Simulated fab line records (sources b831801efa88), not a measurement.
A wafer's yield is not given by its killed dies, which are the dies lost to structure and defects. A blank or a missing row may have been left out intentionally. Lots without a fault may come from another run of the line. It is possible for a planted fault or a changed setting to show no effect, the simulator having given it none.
fab line records || flow gf180mcu
record {"lots": 14, "wafers": 42, "last-day": 34}
route steps=602 shown HV_LDD@209
lots that met no fault: from a run of the same line without faults
start-h: start of the lot's first displayed wafer, in hours after the record's first day || wait-h: hours from the lot's prior step to this one || " the same as in the row above || L1.1+2: several wafers, shown together as one row || - either no value or no given start || * or withheld: withheld || < > ~ a bound
route shown NAME@n: NAME is a module with steps in the file, n the number in the route of the first one || usual: mean/standard deviation of fault-free wafers || same: alike in all rows || chamber/n: place in a boat || sites: each site's reading || _std_site: standard deviation across them || _edge_site: the outer-site mean with the inner-site mean subtracted || radius-mm: how far each site lies from the wafer's centre || mask NAME#n: copy n || behind: the tool/chamber that last shaped the wafer || hold: why the lot went on hold/how many hours it stayed there/how the hold came to an end || device: the n, p or np transistor that did not switch || end of line: the route-end tests of the same wafers || where a step has no rows: the recipe by itself || killed: at the first sort, the dies lost to defects and structure; wafer yield is something else || map: a wafer's dies, x killed, . not, _ none there
set.NAME: the setting the step ran with; set.NAME@STEP: the setting that earlier step ran with || model.NAME: the simulator's own value behind a step, which no gauge read
the route's steps for a sample of lots (tables are steps, rows are wafers)
services: from which hour (start-h, from the record's first day; less than 0 if before it) a tool's chamber was out of use, for how many hours, and why
## steps
# step GF_HV_LDD_IMPLANT_33
# recipe {"species": "P", "energy-kev": 60, "dose-cm2": 7.5e+12, "tilt-deg": 30, "rotation-deg": 0}
# usual {"dose-ions-cm2": "7.501e+12/7.7e+09", "faraday-current-uA": "42.3/0.89"}
{"lot.wafer": "L977.1", "tool": "implanter-02", "chamber": 0, "start-h": 255.21, "wait-h": 0.0, "dose-ions-cm2": 7.512e+12, "faraday-current-uA": 43.0}
{"lot.wafer": "L977.4", "tool": "implanter-02", "chamber": 0, "start-h": 255.21, "wait-h": 0.0, "dose-ions-cm2": 7.497e+12, "faraday-current-uA": 42.9}
{"lot.wafer": "L977.5", "tool": "implanter-02", "chamber": 0, "start-h": 255.21, "wait-h": 0.0, "dose-ions-cm2": 7.513e+12, "faraday-current-uA": 40.9}
{"lot.wafer": "L979.1", "tool": "implanter-03", "chamber": 0, "start-h": 269.36, "wait-h": 0.0, "dose-ions-cm2": 7.497e+12, "faraday-current-uA": 42.2}
{"lot.wafer": "L979.3", "tool": "implanter-03", "chamber": 0, "start-h": 269.36, "wait-h": 0.0, "dose-ions-cm2": 7.496e+12, "faraday-current-uA": 42.7}
{"lot.wafer": "L979.4", "tool": "implanter-03", "chamber": 0, "start-h": 269.36, "wait-h": 0.0, "dose-ions-cm2": 7.503e+12, "faraday-current-uA": 40.6}
{"lot.wafer": "L980.1", "tool": "implanter-01", "chamber": 0, "start-h": 279.75, "wait-h": 0.0, "dose-ions-cm2": 7.516e+12, "faraday-current-uA": 41.7}
{"lot.wafer": "L980.2", "tool": "implanter-01", "chamber": 0, "start-h": 279.75, "wait-h": 0.0, "dose-ions-cm2": 7.496e+12, "faraday-current-uA": 43.1}
{"lot.wafer": "L980.4", "tool": "implanter-01", "chamber": 0, "start-h": 279.75, "wait-h": 0.0, "dose-ions-cm2": 7.508e+12, "faraday-current-uA": 43.4}
{"lot.wafer": "L984.2", "tool": "implanter-03", "chamber": 0, "start-h": 310.56, "wait-h": 0.0, "dose-ions-cm2": 1.899e+12, "faraday-current-uA": 10.3}
{"lot.wafer": "L984.3", "tool": "implanter-03", "chamber": 0, "start-h": 310.56, "wait-h": 0.0, "dose-ions-cm2": 1.91e+12, "faraday-current-uA": 10.7}
{"lot.wafer": "L984.4", "tool": "implanter-03", "chamber": 0, "start-h": 310.56, "wait-h": 0.0, "dose-ions-cm2": 1.895e+12, "faraday-current-uA": 11.1}
{"lot.wafer": "L985.3", "tool": "implanter-01", "chamber": 0, "start-h": 319.19, "wait-h": 0.1, "dose-ions-cm2": 7.508e+12, "faraday-current-uA": 42.4}
{"lot.wafer": "L985.4", "tool": "implanter-01", "chamber": 0, "start-h": 319.19, "wait-h": 0.1, "dose-ions-cm2": 7.507e+12, "faraday-current-uA": 40.8}
{"lot.wafer": "L985.5", "tool": "implanter-01", "chamber": 0, "start-h": 319.19, "wait-h": 0.1, "dose-ions-cm2": 7.508e+12, "faraday-current-uA": 42.3}
{"lot.wafer": "L987.4", "tool": "implanter-03", "chamber": 0, "start-h": 338.16, "wait-h": 0.1, "dose-ions-cm2": 1.892e+12, "faraday-current-uA": 10.8}
{"lot.wafer": "L987.5", "tool": "implanter-03", "chamber": 0, "start-h": 338.16, "wait-h": 0.1, "dose-ions-cm2": 1.91e+12, "faraday-current-uA": 10.7}
{"lot.wafer": "L987.6", "tool": "implanter-03", "chamber": 0, "start-h": 338.16, "wait-h": 0.1, "dose-ions-cm2": 1.894e+12, "faraday-current-uA": 10.5}
{"lot.wafer": "L990.1", "tool": "implanter-02", "chamber": 0, "start-h": 358.55, "wait-h": 0.0, "dose-ions-cm2": 7.506e+12, "faraday-current-uA": 42.2}
{"lot.wafer": "L990.3", "tool": "implanter-02", "chamber": 0, "start-h": 358.55, "wait-h": 0.0, "dose-ions-cm2": 7.505e+12, "faraday-current-uA": 43.8}
{"lot.wafer": "L990.5", "tool": "implanter-02", "chamber": 0, "start-h": 358.55, "wait-h": 0.0, "dose-ions-cm2": 7.498e+12, "faraday-current-uA": 42.2}
{"lot.wafer": "L991.3", "tool": "implanter-02", "chamber": 0, "start-h": 367.40, "wait-h": 0.1, "dose-ions-cm2": 7.516e+12, "faraday-current-uA": 42.2}
{"lot.wafer": "L991.4", "tool": "implanter-02", "chamber": 0, "start-h": 367.40, "wait-h": 0.1, "dose-ions-cm2": 7.504e+12, "faraday-current-uA": 42.6}
{"lot.wafer": "L991.6", "tool": "implanter-02", "chamber": 0, "start-h": 367.40, "wait-h": 0.1, "dose-ions-cm2": 7.512e+12, "faraday-current-uA": 43.1}
{"lot.wafer": "L995.2", "tool": "implanter-03", "chamber": 0, "start-h": 396.08, "wait-h": 0.0, "dose-ions-cm2": 7.478e+12, "faraday-current-uA": 40.4}
{"lot.wafer": "L995.3", "tool": "implanter-03", "chamber": 0, "start-h": 396.08, "wait-h": 0.0, "dose-ions-cm2": 7.505e+12, "faraday-current-uA": 43.4}
{"lot.wafer": "L995.5", "tool": "implanter-03", "chamber": 0, "start-h": 396.08, "wait-h": 0.0, "dose-ions-cm2": 7.506e+12, "faraday-current-uA": 44.0}
{"lot.wafer": "L996.2", "tool": "implanter-02", "chamber": 0, "start-h": 400.26, "wait-h": 0.0, "dose-ions-cm2": 7.506e+12, "faraday-current-uA": 43.0}
{"lot.wafer": "L996.5", "tool": "implanter-02", "chamber": 0, "start-h": 400.26, "wait-h": 0.0, "dose-ions-cm2": 7.494e+12, "faraday-current-uA": 41.7}
{"lot.wafer": "L996.6", "tool": "implanter-02", "chamber": 0, "start-h": 400.26, "wait-h": 0.0, "dose-ions-cm2": 7.503e+12, "faraday-current-uA": 42.1}
{"lot.wafer": "L997.3", "tool": "implanter-01", "chamber": 0, "start-h": 416.50, "wait-h": 0.1, "dose-ions-cm2": 7.5e+12, "faraday-current-uA": 40.7}
{"lot.wafer": "L997.4", "tool": "implanter-01", "chamber": 0, "start-h": 416.50, "wait-h": 0.1, "dose-ions-cm2": 7.504e+12, "faraday-current-uA": 41.5}
{"lot.wafer": "L997.6", "tool": "implanter-01", "chamber": 0, "start-h": 416.50, "wait-h": 0.1, "dose-ions-cm2": 7.495e+12, "faraday-current-uA": 41.1}
{"lot.wafer": "L998.1", "tool": "implanter-01", "chamber": 0, "start-h": 418.70, "wait-h": 0.0, "dose-ions-cm2": 7.483e+12, "faraday-current-uA": 42.7}
{"lot.wafer": "L998.3", "tool": "implanter-01", "chamber": 0, "start-h": 418.70, "wait-h": 0.0, "dose-ions-cm2": 7.509e+12, "faraday-current-uA": 41.5}
{"lot.wafer": "L998.6", "tool": "implanter-01", "chamber": 0, "start-h": 418.70, "wait-h": 0.0, "dose-ions-cm2": 7.498e+12, "faraday-current-uA": 42.3}
{"lot.wafer": "L999.1", "tool": "implanter-03", "chamber": 0, "start-h": 426.04, "wait-h": 0.0, "dose-ions-cm2": 7.509e+12, "faraday-current-uA": 41.9}
{"lot.wafer": "L999.5", "tool": "implanter-03", "chamber": 0, "start-h": 426.04, "wait-h": 0.0, "dose-ions-cm2": 7.49e+12, "faraday-current-uA": 44.0}
{"lot.wafer": "L999.6", "tool": "implanter-03", "chamber": 0, "start-h": 426.04, "wait-h": 0.0, "dose-ions-cm2": 7.509e+12, "faraday-current-uA": 40.3}
{"lot.wafer": "L100.3", "tool": "implanter-02", "chamber": 0, "start-h": 438.69, "wait-h": 0.1, "dose-ions-cm2": 7.497e+12, "faraday-current-uA": 42.8}
{"lot.wafer": "L100.4", "tool": "implanter-02", "chamber": 0, "start-h": 438.69, "wait-h": 0.1, "dose-ions-cm2": 7.49e+12, "faraday-current-uA": 41.1}
{"lot.wafer": "L100.5", "tool": "implanter-02", "chamber": 0, "start-h": 438.69, "wait-h": 0.1, "dose-ions-cm2": 7.497e+12, "faraday-current-uA": 41.9}
# step GF_HV_LDD_TW_MEAS_38
# usual {"HV_LDD_3_TW": "1430/13"}
{"lot.wafer": "L977.1", "tool": "film-metro-04", "chamber": "-", "start-h": 255.96, "wait-h": 0.1, "HV_LDD_3_TW": 1435}
{"lot.wafer": "L977.4", "tool": "film-metro-04", "chamber": "-", "start-h": 255.96, "wait-h": 0.1, "HV_LDD_3_TW": 1433}
{"lot.wafer": "L977.5", "tool": "film-metro-04", "chamber": "-", "start-h": 255.96, "wait-h": 0.1, "HV_LDD_3_TW": 1424}
{"lot.wafer": "L979.1", "tool": "film-metro-04", "chamber": "-", "start-h": 270.06, "wait-h": 0.1, "HV_LDD_3_TW": 1438}
{"lot.wafer": "L979.3", "tool": "film-metro-04", "chamber": "-", "start-h": 270.06, "wait-h": 0.1, "HV_LDD_3_TW": 1439}
{"lot.wafer": "L979.4", "tool": "film-metro-04", "chamber": "-", "start-h": 270.06, "wait-h": 0.1, "HV_LDD_3_TW": 1427}
{"lot.wafer": "L980.1", "tool": "film-metro-03", "chamber": "-", "start-h": 280.45, "wait-h": 0.1, "HV_LDD_3_TW": 1417}
{"lot.wafer": "L980.2", "tool": "film-metro-03", "chamber": "-", "start-h": 280.45, "wait-h": 0.1, "HV_LDD_3_TW": 1415}
{"lot.wafer": "L980.4", "tool": "film-metro-03", "chamber": "-", "start-h": 280.45, "wait-h": 0.1, "HV_LDD_3_TW": 1418}
{"lot.wafer": "L984.2", "tool": "film-metro-02", "chamber": "-", "start-h": 311.25, "wait-h": 0.1, "HV_LDD_3_TW": 1355}
{"lot.wafer": "L984.3", "tool": "film-metro-02", "chamber": "-", "start-h": 311.25, "wait-h": 0.1, "HV_LDD_3_TW": 1357}
{"lot.wafer": "L984.4", "tool": "film-metro-02", "chamber": "-", "start-h": 311.25, "wait-h": 0.1, "HV_LDD_3_TW": 1348}
{"lot.wafer": "L985.3", "tool": "film-metro-02", "chamber": "-", "start-h": 319.86, "wait-h": 0.1, "HV_LDD_3_TW": 1451}
{"lot.wafer": "L985.4", "tool": "film-metro-02", "chamber": "-", "start-h": 319.86, "wait-h": 0.1, "HV_LDD_3_TW": 1446}
{"lot.wafer": "L985.5", "tool": "film-metro-02", "chamber": "-", "start-h": 319.86, "wait-h": 0.1, "HV_LDD_3_TW": 1443}
{"lot.wafer": "L987.4", "tool": "film-metro-03", "chamber": "-", "start-h": 338.82, "wait-h": 0.1, "HV_LDD_3_TW": 1334}
{"lot.wafer": "L987.5", "tool": "film-metro-03", "chamber": "-", "start-h": 338.82, "wait-h": 0.1, "HV_LDD_3_TW": 1329}
{"lot.wafer": "L987.6", "tool": "film-metro-03", "chamber": "-", "start-h": 338.82, "wait-h": 0.1, "HV_LDD_3_TW": 1330}
{"lot.wafer": "L990.1", "tool": "film-metro-03", "chamber": "-", "start-h": 359.25, "wait-h": 0.1, "HV_LDD_3_TW": 1414}
{"lot.wafer": "L990.3", "tool": "film-metro-03", "chamber": "-", "start-h": 359.25, "wait-h": 0.1, "HV_LDD_3_TW": 1423}
{"lot.wafer": "L990.5", "tool": "film-metro-03", "chamber": "-", "start-h": 359.25, "wait-h": 0.1, "HV_LDD_3_TW": 1414}
{"lot.wafer": "L991.3", "tool": "film-metro-03", "chamber": "-", "start-h": 368.07, "wait-h": 0.1, "HV_LDD_3_TW": 1422}
{"lot.wafer": "L991.4", "tool": "film-metro-03", "chamber": "-", "start-h": 368.07, "wait-h": 0.1, "HV_LDD_3_TW": 1416}
{"lot.wafer": "L991.6", "tool": "film-metro-03", "chamber": "-", "start-h": 368.07, "wait-h": 0.1, "HV_LDD_3_TW": 1416}
{"lot.wafer": "L995.2", "tool": "film-metro-04", "chamber": "-", "start-h": 396.76, "wait-h": 0.1, "HV_LDD_3_TW": 1435}
{"lot.wafer": "L995.3", "tool": "film-metro-04", "chamber": "-", "start-h": 396.76, "wait-h": 0.1, "HV_LDD_3_TW": 1431}
{"lot.wafer": "L995.5", "tool": "film-metro-04", "chamber": "-", "start-h": 396.76, "wait-h": 0.1, "HV_LDD_3_TW": 1432}
{"lot.wafer": "L996.2", "tool": "film-metro-02", "chamber": "-", "start-h": 400.95, "wait-h": 0.1, "HV_LDD_3_TW": 1442}
{"lot.wafer": "L996.5", "tool": "film-metro-02", "chamber": "-", "start-h": 400.95, "wait-h": 0.1, "HV_LDD_3_TW": 1450}
{"lot.wafer": "L996.6", "tool": "film-metro-02", "chamber": "-", "start-h": 400.95, "wait-h": 0.1, "HV_LDD_3_TW": 1452}
{"lot.wafer": "L997.3", "tool": "film-metro-04", "chamber": "-", "start-h": 417.17, "wait-h": 0.1, "HV_LDD_3_TW": 1426}
{"lot.wafer": "L997.4", "tool": "film-metro-04", "chamber": "-", "start-h": 417.17, "wait-h": 0.1, "HV_LDD_3_TW": 1422}
{"lot.wafer": "L997.6", "tool": "film-metro-04", "chamber": "-", "start-h": 417.17, "wait-h": 0.1, "HV_LDD_3_TW": 1424}
{"lot.wafer": "L998.1", "tool": "film-metro-04", "chamber": "-", "start-h": 419.49, "wait-h": 0.2, "HV_LDD_3_TW": 1427}
{"lot.wafer": "L998.3", "tool": "film-metro-04", "chamber": "-", "start-h": 419.49, "wait-h": 0.2, "HV_LDD_3_TW": 1424}
{"lot.wafer": "L998.6", "tool": "film-metro-04", "chamber": "-", "start-h": 419.49, "wait-h": 0.2, "HV_LDD_3_TW": 1422}
{"lot.wafer": "L999.1", "tool": "film-metro-03", "chamber": "-", "start-h": 426.74, "wait-h": 0.1, "HV_LDD_3_TW": 1417}
{"lot.wafer": "L999.5", "tool": "film-metro-03", "chamber": "-", "start-h": 426.74, "wait-h": 0.1, "HV_LDD_3_TW": 1416}
{"lot.wafer": "L999.6", "tool": "film-metro-03", "chamber": "-", "start-h": 426.74, "wait-h": 0.1, "HV_LDD_3_TW": 1420}
{"lot.wafer": "L100.3", "tool": "film-metro-03", "chamber": "-", "start-h": 439.36, "wait-h": 0.1, "HV_LDD_3_TW": 1422}
{"lot.wafer": "L100.4", "tool": "film-metro-03", "chamber": "-", "start-h": 439.36, "wait-h": 0.1, "HV_LDD_3_TW": 1423}
{"lot.wafer": "L100.5", "tool": "film-metro-03", "chamber": "-", "start-h": 439.36, "wait-h": 0.1, "HV_LDD_3_TW": 1424}
# step GF_HV_LDD_RS_MEAS_53
# recipe {"thk-meas-gauge": "four-point-probe"}
# usual {"HV_LDD_RS": "418.3/1"}
{"lot.wafer": "L977.1", "tool": "film-metro-02", "chamber": "-", "start-h": 275.29, "wait-h": 0.1, "HV_LDD_RS[ohm/sq]": 417.2}
{"lot.wafer": "L977.4", "tool": "film-metro-02", "chamber": "-", "start-h": 275.29, "wait-h": 0.1, "HV_LDD_RS[ohm/sq]": 417.1}
{"lot.wafer": "L977.5", "tool": "film-metro-02", "chamber": "-", "start-h": 275.29, "wait-h": 0.1, "HV_LDD_RS[ohm/sq]": 417.8}
{"lot.wafer": "L979.1", "tool": "film-metro-04", "chamber": "-", "start-h": 289.43, "wait-h": 0.1, "HV_LDD_RS[ohm/sq]": 419.0}
{"lot.wafer": "L979.3", "tool": "film-metro-04", "chamber": "-", "start-h": 289.43, "wait-h": 0.1, "HV_LDD_RS[ohm/sq]": 418.1}
{"lot.wafer": "L979.4", "tool": "film-metro-04", "chamber": "-", "start-h": 289.43, "wait-h": 0.1, "HV_LDD_RS[ohm/sq]": 417.8}
{"lot.wafer": "L980.1", "tool": "film-metro-03", "chamber": "-", "start-h": 300.78, "wait-h": 0.1, "HV_LDD_RS[ohm/sq]": 417.8}
{"lot.wafer": "L980.2", "tool": "film-metro-03", "chamber": "-", "start-h": 300.78, "wait-h": 0.1, "HV_LDD_RS[ohm/sq]": 417.8}
{"lot.wafer": "L980.4", "tool": "film-metro-03", "chamber": "-", "start-h": 300.78, "wait-h": 0.1, "HV_LDD_RS[ohm/sq]": 418.5}
{"lot.wafer": "L984.2", "tool": "film-metro-02", "chamber": "-", "start-h": 332.21, "wait-h": 0.1, "HV_LDD_RS[ohm/sq]": 434.4}
{"lot.wafer": "L984.3", "tool": "film-metro-02", "chamber": "-", "start-h": 332.21, "wait-h": 0.1, "HV_LDD_RS[ohm/sq]": 434.4}
{"lot.wafer": "L984.4", "tool": "film-metro-02", "chamber": "-", "start-h": 332.21, "wait-h": 0.1, "HV_LDD_RS[ohm/sq]": 434.7}
{"lot.wafer": "L985.3", "tool": "film-metro-04", "chamber": "-", "start-h": 341.15, "wait-h": 0.1, "HV_LDD_RS[ohm/sq]": 417.9}
{"lot.wafer": "L985.4", "tool": "film-metro-04", "chamber": "-", "start-h": 341.15, "wait-h": 0.1, "HV_LDD_RS[ohm/sq]": 419.7}
{"lot.wafer": "L985.5", "tool": "film-metro-04", "chamber": "-", "start-h": 341.15, "wait-h": 0.1, "HV_LDD_RS[ohm/sq]": 419.2}
{"lot.wafer": "L987.4", "tool": "film-metro-03", "chamber": "-", "start-h": 360.69, "wait-h": 0.1, "HV_LDD_RS[ohm/sq]": 435.3}
{"lot.wafer": "L987.5", "tool": "film-metro-03", "chamber": "-", "start-h": 360.69, "wait-h": 0.1, "HV_LDD_RS[ohm/sq]": 433.8}
{"lot.wafer": "L987.6", "tool": "film-metro-03", "chamber": "-", "start-h": 360.69, "wait-h": 0.1, "HV_LDD_RS[ohm/sq]": 434.7}
{"lot.wafer": "L990.1", "tool": "film-metro-02", "chamber": "-", "start-h": 382.13, "wait-h": 0.1, "HV_LDD_RS[ohm/sq]": 417.8}
{"lot.wafer": "L990.3", "tool": "film-metro-02", "chamber": "-", "start-h": 382.13, "wait-h": 0.1, "HV_LDD_RS[ohm/sq]": 418.3}
{"lot.wafer": "L990.5", "tool": "film-metro-02", "chamber": "-", "start-h": 382.13, "wait-h": 0.1, "HV_LDD_RS[ohm/sq]": 418.2}
{"lot.wafer": "L991.3", "tool": "film-metro-03", "chamber": "-", "start-h": 391.33, "wait-h": 0.1, "HV_LDD_RS[ohm/sq]": 418.9}
{"lot.wafer": "L991.4", "tool": "film-metro-03", "chamber": "-", "start-h": 391.33, "wait-h": 0.1, "HV_LDD_RS[ohm/sq]": 418.3}
{"lot.wafer": "L991.6", "tool": "film-metro-03", "chamber": "-", "start-h": 391.33, "wait-h": 0.1, "HV_LDD_RS[ohm/sq]": 418.6}
{"lot.wafer": "L995.2", "tool": "film-metro-04", "chamber": "-", "start-h": 419.88, "wait-h": 0.1, "HV_LDD_RS[ohm/sq]": 417.7}
{"lot.wafer": "L995.3", "tool": "film-metro-04", "chamber": "-", "start-h": 419.88, "wait-h": 0.1, "HV_LDD_RS[ohm/sq]": 416.9}
{"lot.wafer": "L995.5", "tool": "film-metro-04", "chamber": "-", "start-h": 419.88, "wait-h": 0.1, "HV_LDD_RS[ohm/sq]": 417.8}
{"lot.wafer": "L996.2", "tool": "film-metro-03", "chamber": "-", "start-h": 424.70, "wait-h": 0.1, "HV_LDD_RS[ohm/sq]": 417.1}
{"lot.wafer": "L996.5", "tool": "film-metro-03", "chamber": "-", "start-h": 424.70, "wait-h": 0.1, "HV_LDD_RS[ohm/sq]": 418.1}
{"lot.wafer": "L996.6", "tool": "film-metro-03", "chamber": "-", "start-h": 424.70, "wait-h": 0.1, "HV_LDD_RS[ohm/sq]": 417.5}
{"lot.wafer": "L997.3", "tool": "film-metro-04", "chamber": "-", "start-h": 441.52, "wait-h": 0.1, "HV_LDD_RS[ohm/sq]": 419.1}
{"lot.wafer": "L997.4", "tool": "film-metro-04", "chamber": "-", "start-h": 441.52, "wait-h": 0.1, "HV_LDD_RS[ohm/sq]": 419.1}
{"lot.wafer": "L997.6", "tool": "film-metro-04", "chamber": "-", "start-h": 441.52, "wait-h": 0.1, "HV_LDD_RS[ohm/sq]": 420.0}
{"lot.wafer": "L998.1", "tool": "film-metro-02", "chamber": "-", "start-h": 444.18, "wait-h": 0.1, "HV_LDD_RS[ohm/sq]": 418.9}
{"lot.wafer": "L998.3", "tool": "film-metro-02", "chamber": "-", "start-h": 444.18, "wait-h": 0.1, "HV_LDD_RS[ohm/sq]": 418.9}
{"lot.wafer": "L998.6", "tool": "film-metro-02", "chamber": "-", "start-h": 444.18, "wait-h": 0.1, "HV_LDD_RS[ohm/sq]": 417.8}
{"lot.wafer": "L999.1", "tool": "film-metro-02", "chamber": "-", "start-h": 451.28, "wait-h": 0.1, "HV_LDD_RS[ohm/sq]": 415.9}
{"lot.wafer": "L999.5", "tool": "film-metro-02", "chamber": "-", "start-h": 451.28, "wait-h": 0.1, "HV_LDD_RS[ohm/sq]": 416.3}
{"lot.wafer": "L999.6", "tool": "film-metro-02", "chamber": "-", "start-h": 451.28, "wait-h": 0.1, "HV_LDD_RS[ohm/sq]": 415.5}
{"lot.wafer": "L100.3", "tool": "film-metro-02", "chamber": "-", "start-h": 464.27, "wait-h": 0.1, "HV_LDD_RS[ohm/sq]": 417.2}
{"lot.wafer": "L100.4", "tool": "film-metro-02", "chamber": "-", "start-h": 464.27, "wait-h": 0.1, "HV_LDD_RS[ohm/sq]": 417.2}
{"lot.wafer": "L100.5", "tool": "film-metro-02", "chamber": "-", "start-h": 464.27, "wait-h": 0.1, "HV_LDD_RS[ohm/sq]": 416.6}
## services
{"tool": "implanter-02", "chamber": "-", "start-h": 234.39, "hours": 2.2, "kind": "repair"}
{"tool": "implanter-02", "chamber": "-", "start-h": 274.42, "hours": 6.7, "kind": "pm"}
{"tool": "implanter-02", "chamber": "-", "start-h": 414.74, "hours": 2.8, "kind": "pm"}
{"tool": "implanter-01", "chamber": "-", "start-h": 431.81, "hours": 9.2, "kind": "pm"}
## key
first-sign {"step": "GF_HV_LDD_IMPLANT_33", "reading": "dose-ions-cm2", "direction": "down", "sigmas": "99+", "usual": 7.501e+12, "struck": 1.9e+12}
effect {"step": "GF_HV_LDD_IMPLANT_33", "reading": "faraday-current-uA", "direction": "down", "sigmas": 35, "usual": 42.3, "struck": 10.7}
effect {"step": "GF_HV_LDD_TW_MEAS_38", "reading": "HV_LDD_3_TW", "direction": "down", "sigmas": 7, "usual": 1430, "struck": 1342}
effect {"step": "GF_HV_LDD_RS_MEAS_53", "reading": "HV_LDD_RS", "direction": "up", "sigmas": 16, "usual": 418.3, "struck": 434.6}
met-at GF_HV_LDD_IMPLANT_33
struck-lots L984,L987
tester-left-out L984,L987
onset-between 269.36 310.56
fault {"kind": "process-parameter-drift", "tool": "implanter-03", "chamber": "-", "onset-h": 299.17, "steps": "GF_HV_LDD_IMPLANT_33", "channel": "dose-cm2", "offset": -5.5975e+12, "shape": "step", "end-h": 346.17, "acts-in": "these-recipes-only", "stated": 7.5e+12}
# tester-left-out: of these lots the tester's yield and bins aren't shown, on N5 and GAA mostly nor the transistor test; their killed dies are dies lost to structure and defects alone, not to doping, threshold or leakage, so they don't give the yield
